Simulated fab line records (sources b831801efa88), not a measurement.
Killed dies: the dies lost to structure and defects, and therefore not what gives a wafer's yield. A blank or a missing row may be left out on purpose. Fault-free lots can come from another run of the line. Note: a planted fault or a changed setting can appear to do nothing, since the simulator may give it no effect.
Struck lot and sound lot, side by side -- flow sky130 -- 26 steps out of a route of 708
Sound: these wafers, L242.2, L242.3, L242.6. Struck: wafers L235.3, L235.5 (left out: L235.6, a lot-mate that was not struck); the cause follows at the end.
Each step with rows lists, per side, the tool, then ch with its chambers, then its first start. Under that, the readings that differ: sound wafers -- struck wafers -- difference of the means -- sigmas: that difference in standard deviations of wafers without a fault.
alike: readings whose means differ by less than 2 such deviations, and words and numbers that are the same on both sides. not compared: withheld readings, readings that some wafer has no value for, bounds like >300 that may hide the same value, and numbers for which the record gives no deviation and whose values overlap.
A row with sigmas, a row that says differs or no value, or rows on one side alone: a step with any of these is where the two part. Non-overlapping numbers with no deviation appear without sigmas and do not part them. A reading missing from all wafers of one side parts the sides only when that side holds two or more wafers.

first, 9 steps without rows for these wafers: SKY_LI_CONTACT_ETCH_14 (etches BARC in N2/H2, stops on SiO2, time 45.9 s, target depth 60 nm); SKY_LI_CONTACT_ETCH_15 (etches PSG in C4F8/O2/Ar, stops on Si, target depth 600 nm); SKY_LI_CONTACT_STRIP_16 (strips in O2/N2); SKY_LI_CONTACT_CLEAN_17 (cleans in NMP, time 600 s); SKY_LI_CONTACT_PRE_CLEAN_18 (time 5.6 s); SKY_LI_CONTACT_SPUTTER_19 (material Ti, target thk 20 nm, time 106.37 s); SKY_LI_CONTACT_SPUTTER_20 (material TiN, target thk 20 nm, time 80 s); SKY_LI_CONTACT_CVD_21 (deposits W, target thk 400 nm, time 120.56 s); SKY_LI_CONTACT_CMP_24 (polishes, stops on PSG, t overpolish 20 s, target thk 0 nm).
SKY_LOCAL_INTERCONNECT_SPUTTER_00: material TiN, target thk 100 nm, time 83.3 s.
  sound on pvdSputter-02 at day 34 02:17; struck on pvdSputter-02 at day 31 19:29
reading,sound,struck,difference,sigmas
model.TiN_of_LOCAL_INTERCONNECT_SPUTTER_00.thkNm (nm),98.66 99.45 99.54,105.1 105.3,+6.0,
  alike: susceptorTempC, throttleValvePct
SKY_LOCAL_INTERCONNECT_RS_MEAS_01: uses a four-point probe to measure.
  sound on filmMetro-03 at day 34 02:22; struck on filmMetro-03 at day 31 19:35
reading,sound,struck,difference,sigmas
LOCAL_INTERCONNECT_TIN_RS (ohm/sq),14.37 14.26 14.25,13.43 13.43,-0.86,-6
SKY_LOCAL_INTERCONNECT_THK_MEAS_02: measures by xrf.
  sound on filmMetro-03 at day 34 02:29; struck on filmMetro-03 at day 31 19:41
reading,sound,struck,difference,sigmas
LOCAL_INTERCONNECT_TIN_THK (nm),100.0 100.4 100.6,106.2 105.9,+5.7,+6
then, 9 steps without rows for these wafers: SKY_LOCAL_INTERCONNECT_DEHYDRATE_03 (time 60 s); SKY_LOCAL_INTERCONNECT_HMDS_04 (prime time 60 s); SKY_LOCAL_INTERCONNECT_COAT_05 (resist thk 60 nm); SKY_LOCAL_INTERCONNECT_COAT_06 (resist thk 450 nm); SKY_LOCAL_INTERCONNECT_SOFTBAKE_07 (time 90 s); SKY_LOCAL_INTERCONNECT_EXPOSE_08 (exposes mask LI1M, target cd 170 nm); SKY_LOCAL_INTERCONNECT_PEB_09; SKY_LOCAL_INTERCONNECT_DEVELOP_10 (develop time 60 s); SKY_LOCAL_INTERCONNECT_ETCH_13 (etches BARC in N2/H2, stops on SiO2, time 45.9 s, target depth 60 nm).
SKY_LOCAL_INTERCONNECT_METAL_ETCH_14: etches TiN in Cl2/BCl3, stops on PSG, target depth 110 nm, time 31.4 s.
  sound on rieMetal-04 ch 0, day 35 05:14; struck on rieMetal-04 ch 1, day 32 23:07
reading,sound,struck,difference,sigmas
oesProductAu (a.u.),0.934 0.934 0.934,0.968 0.968,+0.034,+5
throttleValvePct (%),21.913 21.905 21.912,21.886 21.878,-0.028,-3
  alike: drypumpMotorCurrentA
  not compared: rfHoursCounterH
then, 1 step without rows for these wafers: SKY_LOCAL_INTERCONNECT_STRIP_15 (strips in O2/N2).
SKY_LOCAL_INTERCONNECT_STRIP_16: strips in post etch residue remover, time 1200 s.
  sound on wetBench-01 ch 2, day 35 05:23; struck on wetBench-01 ch 1, day 32 23:17
reading,sound,struck,difference,sigmas
model.TiN_of_LOCAL_INTERCONNECT_SPUTTER_00.thkNm (nm),98.25 99.05 99.13,104.7 104.9,+6.0,
  alike: bathGuardTempC
then, 1 step without rows for these wafers: SKY_LOCAL_INTERCONNECT_CLEAN_17 (cleans in IPA, time 180 s).
-- a jump in the record: the struck wafers' starts before and after are 15 days apart (it breaks off in module LOCAL_INTERCONNECT and resumes in module PAD_OPEN, where the first step shown is number 708 of the route) --
SKY_PAD_OPEN_PROBE_99:
  sound on prober-01 at day 49 07:30; struck on prober-02 at day 47 17:56
reading,sound,struck,difference,sigmas
model.etest.resLi.lineOhmUm,75.93 75.05 75.08,70.12 70.81,-4.89,
model.etest.resLi.rsOhmSq,12.94 12.91 12.82,12.25 12.21,-0.66,
  alike: killed_at_M0_to_M3, killed_at_M4_up, killedAtContacts, killedAtFrontEnd, killedAtOther, killedDies, killedOpen, killedShort

WHERE THEY PART
Earliest at SKY_LOCAL_INTERCONNECT_RS_MEAS_01; latest, in this record, at SKY_LOCAL_INTERCONNECT_METAL_ETCH_14. Later steps at which nothing parts them and some readings are alike: SKY_LOCAL_INTERCONNECT_STRIP_16, SKY_PAD_OPEN_PROBE_99.

WHY: whatever the simulator had introduced
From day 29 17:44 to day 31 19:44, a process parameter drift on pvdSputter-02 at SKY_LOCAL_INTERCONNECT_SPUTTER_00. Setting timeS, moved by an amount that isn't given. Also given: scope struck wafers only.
